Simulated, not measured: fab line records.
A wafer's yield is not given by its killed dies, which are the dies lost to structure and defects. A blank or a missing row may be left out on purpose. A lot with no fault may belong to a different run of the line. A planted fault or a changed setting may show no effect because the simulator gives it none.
Comparing a struck lot with a sound one + flow sky130 + 38 out of 708 route steps
Sound: the wafers L319.1, L319.2, L319.6. Struck: wafer L333.5 (left out: L333.2, L333.4 of the same lot, which were not struck); the cause appears at the end.
Order at every step that has rows: each side's tool, ch and its chambers, its first start. Under that, the readings that differ: sound wafers + struck wafers + difference of the means + sigmas: that difference in standard deviations of wafers without a fault.
alike: readings whose means differ by less than 2 such deviations, and words and numbers that are the same on both sides. not compared: withheld readings, readings that some wafer has no value for, bounds like >300 that may hide the same value, and numbers for which the record gives no deviation and whose values overlap.
A row with sigmas, a row that says differs or no value, or rows on one side alone: a step with any of these is where the two part. Numbers that have no deviation but don't overlap get no sigmas and don't part them. Lack of a reading on every wafer of one side parts them only where that side has two or more wafers.

first, 9 steps without rows for these wafers: SKY_VIA2_SPUTTER_20 (material TiN, target thk 20 nm, time 80 s); SKY_VIA2_CVD_21 (deposits W, target thk 420 nm, time 126.4 s); SKY_VIA2_CMP_24 (polishes, stops on SiO2, t overpolish 20 s, target thk 0 nm); SKY_METAL3_SPUTTER_00 (material Ti, target thk 15 nm, time 10 s); SKY_METAL3_SPUTTER_01 (material TiN, target thk 20 nm, time 16.7 s); SKY_METAL3_SPUTTER_02 (material AlCu, target thk 735 nm, time 39.1 s); SKY_METAL3_SPUTTER_03 (material Ti, target thk 5 nm, time 3.3 s); SKY_METAL3_SPUTTER_04 (material TiN, target thk 70 nm, time 58.3 s); SKY_CAPM_CVD_00 (deposits SiO2, target thk 15.5 nm).
SKY_CAPM_SPUTTER_02: material TiN, target thk 200 nm, time 166.7 s.
  struck on pvd_sputter-04, day 41 03:14; sound on pvd_sputter-04, day 38 00:39
| reading                                  | sound                | struck | difference | sigmas |
|------------------------------------------|----------------------|--------|------------|--------|
| susceptor_temp_C (C)                     | 300.01 300.00 300.08 | 300.51 | +0.48      | +3     |
| model.TiN_of_CAPM_SPUTTER_02.thk_nm (nm) | 196.4 197.9 198.5    | 210.8  | +13.2      |        |
  alike: throttle_valve_pct
SKY_CAPM_RS_MEAS_03: a four-point-probe measurement.
  struck on film_metro-01, day 41 03:22; sound on film_metro-01, day 38 00:46
| reading              | sound          | struck | difference | sigmas |
|----------------------|----------------|--------|------------|--------|
| CAPM_TIN_RS (ohm/sq) | 7.06 6.97 6.97 | 6.55   | -0.45      | -6     |
SKY_CAPM_THK_MEAS_04: measures by xrf.
  struck on film_metro-01, day 41 03:28; sound on film_metro-01, day 38 00:53
| reading           | sound             | struck | difference | sigmas |
|-------------------|-------------------|--------|------------|--------|
| CAPM_TIN_THK (nm) | 196.1 198.3 198.8 | 210.3  | +12.6      | +5     |
then, 7 steps without rows for these wafers: SKY_CAPM_DEHYDRATE_05 (time 60 s); SKY_CAPM_HMDS_06 (prime time 60 s); SKY_CAPM_COAT_07 (resist thk 1140 nm); SKY_CAPM_SOFTBAKE_08 (time 60 s); SKY_CAPM_EXPOSE_09 (exposes mask CAPM, target cd 1000 nm); SKY_CAPM_PEB_10; SKY_CAPM_DEVELOP_11 (develop time 60 s).
SKY_CAPM_METAL_ETCH_13: etches TiN in Cl2/BCl3, stops on SiO2, target depth 220 nm, time 62.9 s.
  sound on rie_metal-01 ch 0,1, day 39 00:51; struck on rie_metal-04 ch 0, day 42 03:34
| reading                     | sound             | struck | difference | sigmas |
|-----------------------------|-------------------|--------|------------|--------|
| drypump_motor_current_A (A) | 5.6 6.6 5.6       | 5.0    | -0.9       | -2     |
| oes_product_au (a.u.)       | 0.930 0.936 0.939 | 0.963  | +0.028     | +3     |
  alike: throttle_valve_pct
  not compared: rf_hours_counter_h
then, 16 steps without rows for these wafers: SKY_CAPM_STRIP_14 (strips in O2/N2); SKY_CAPM_STRIP_15 (strips in post etch residue remover, time 1200 s); SKY_CAPM_CLEAN_16 (cleans in IPA, time 180 s); SKY_CAPM_CLEAN_17 (cleans in O3/DIW); SKY_METAL3_DEHYDRATE_05 (time 60 s); SKY_METAL3_HMDS_06 (prime time 60 s); SKY_METAL3_COAT_07 (resist thk 60 nm); SKY_METAL3_COAT_08 (resist thk 1140 nm); SKY_METAL3_SOFTBAKE_09 (time 90 s); SKY_METAL3_EXPOSE_10 (exposes mask MM3, target cd 300 nm); SKY_METAL3_PEB_11; SKY_METAL3_DEVELOP_12 (develop time 60 s); SKY_METAL3_DESCUM_15 (chemistry O2, time 8 s); SKY_METAL3_ETCH_16 (etches BARC in N2/H2, stops on SiO2, time 88.2 s, target depth 60 nm); SKY_METAL3_ETCH_17 (etches SiO2 in C4F8/O2/Ar, stops on TiN, time 3.9 s, target depth 15 nm); SKY_METAL3_METAL_ETCH_18 (etches the open film in Cl2/BCl3, stops on SiO2, target depth 845 nm, time 183.1 s).
SKY_METAL3_STRIP_20: strips in post etch residue remover, time 1200 s.
  sound on wet_bench-03 ch 2, day 40 02:58; struck on wet_bench-01 ch 2, day 43 04:25
| reading                                  | sound           | struck | difference | sigmas |
|------------------------------------------|-----------------|--------|------------|--------|
| model.TiN_of_CAPM_SPUTTER_02.thk_nm (nm) | 195.6 197 197.7 | 210    | +13        |        |
-- the record jumps here: 6 days lie between the struck wafers' starts before and after (it left off in module METAL3 and takes up again in module PAD_OPEN, whose first step shown is number 708 of the route) --
SKY_PAD_OPEN_PROBE_99:
  struck on prober-02, day 49 13:09; sound on prober-01, day 47 02:38
| reading                          | sound             | struck | difference | sigmas |
|----------------------------------|-------------------|--------|------------|--------|
| model.etest.cap_mim.plate_ohm_sq | 6.101 6.059 6.035 | 5.744  | -0.321     |        |
  alike: defect_limited_yield, killed_at_M0_to_M3, killed_at_M4_up, killed_at_contacts, killed_at_front_end, killed_at_other, killed_dies, killed_open, killed_short, sort_bin_3_pad_short, sort_bin_5_function, sort_bin_6_memory, sort_n_pass, sort_yield_pct

== WHERE THEY PART ==
Earliest at SKY_CAPM_SPUTTER_02; latest, in this record, at SKY_CAPM_METAL_ETCH_13. Later steps at which nothing parts them and some readings are alike: SKY_PAD_OPEN_PROBE_99.

WHY: the cause the simulator had injected
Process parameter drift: pvd_sputter-04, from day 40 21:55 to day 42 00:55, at SKY_CAPM_SPUTTER_02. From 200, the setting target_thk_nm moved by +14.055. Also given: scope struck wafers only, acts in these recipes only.
